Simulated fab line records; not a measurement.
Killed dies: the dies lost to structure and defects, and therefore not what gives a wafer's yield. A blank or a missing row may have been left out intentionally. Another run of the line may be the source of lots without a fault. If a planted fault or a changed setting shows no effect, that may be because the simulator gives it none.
Which tool did it? + flow sky130 + Sampling: 12 lots, 36 wafers, 2 of 708 route steps

== WHAT EACH GAUGE READ, for each wafer ==
SKY_METAL2_CD_MEAS_15 targets a cd of 140 nm.
| lot  | measured     | on        | cd-nm (nm)        |
|------|--------------|-----------|-------------------|
| L075 | day 35 13:28 | cd-sem-01 | 143.1 142.8 142.5 |
| L077 | day 36 03:32 | cd-sem-01 | 141.7 141.5 140.1 |
| L079 | day 36 12:28 | cd-sem-01 | 142.3 141.2 141.5 |
| L081 | day 37 00:38 | cd-sem-02 | 141.1 141.7 140.5 |
| L083 | day 37 18:07 | cd-sem-02 | 142.2 142.1 141.2 |
| L085 | day 38 09:55 | cd-sem-02 | 138.2 139.2 138.5 |
| L087 | day 38 22:22 | cd-sem-01 | 141.1 140.1 139.5 |
| L089 | day 39 20:31 | cd-sem-01 | 138.7 137.7 138.1 |
| L091 | day 40 17:22 | cd-sem-02 | 137.3 138.3 137.2 |
| L092 | day 40 20:52 | cd-sem-01 | 137.3 139.1 136.4 |
| L095 | day 42 02:07 | cd-sem-01 | 139.2 140.0 139.3 |
| L096 | day 42 09:37 | cd-sem-01 | 139.5 140.4 141.4 |

== WHAT TOOL EACH LOT RAN ON (gives the tool, then ch and the chambers of the sampled wafers, and finally the start) ==
| lot  | SKY_CONTACT_CVD_24            |
|------|-------------------------------|
| L075 | cvd-w-02 ch 0,1, day 32 01:16 |
| L077 | cvd-w-02 ch 0,1, day 32 18:38 |
| L079 | cvd-w-02 ch 0, day 33 01:49   |
| L081 | cvd-w-01 ch 0,1, day 33 15:54 |
| L083 | cvd-w-02 ch 0,1, day 34 08:10 |
| L085 | cvd-w-02 ch 0,1, day 35 01:59 |
| L087 | cvd-w-02 ch 0,1, day 35 13:57 |
| L089 | cvd-w-02 ch 1, day 36 12:58   |
| L091 | cvd-w-02 ch 0,1, day 37 09:22 |
| L092 | cvd-w-02 ch 0,1, day 37 15:16 |
| L095 | cvd-w-01 ch 0,1, day 38 21:04 |
| L096 | cvd-w-01 ch 0,1, day 39 06:21 |
- SKY_CONTACT_CVD_24: deposits W, target thk 340 nm, time 102.12 s.

== THE ANSWER, worked out from the rows above alone ==
Rule: what is usual is taken from the lots themselves. Put in order of their means at a reading, lots are off if they are a third of the lots or fewer, leave a main group of 4 or more, and stand apart from it by a gap of 3 or more times the standard deviation of the main group's means; of several such gaps the widest counts. The tables above print the reading to a certain number of digits; a main group whose means all agree to those digits is not used. Also off: a lot with no number at a reading for which 4 or more lots have one. The other lots that the step has rows for count as sound.
No lot is off at any reading shown: from this, nothing can be told.

== WHAT HAD BEEN PUT IN BY THE SIMULATOR ==
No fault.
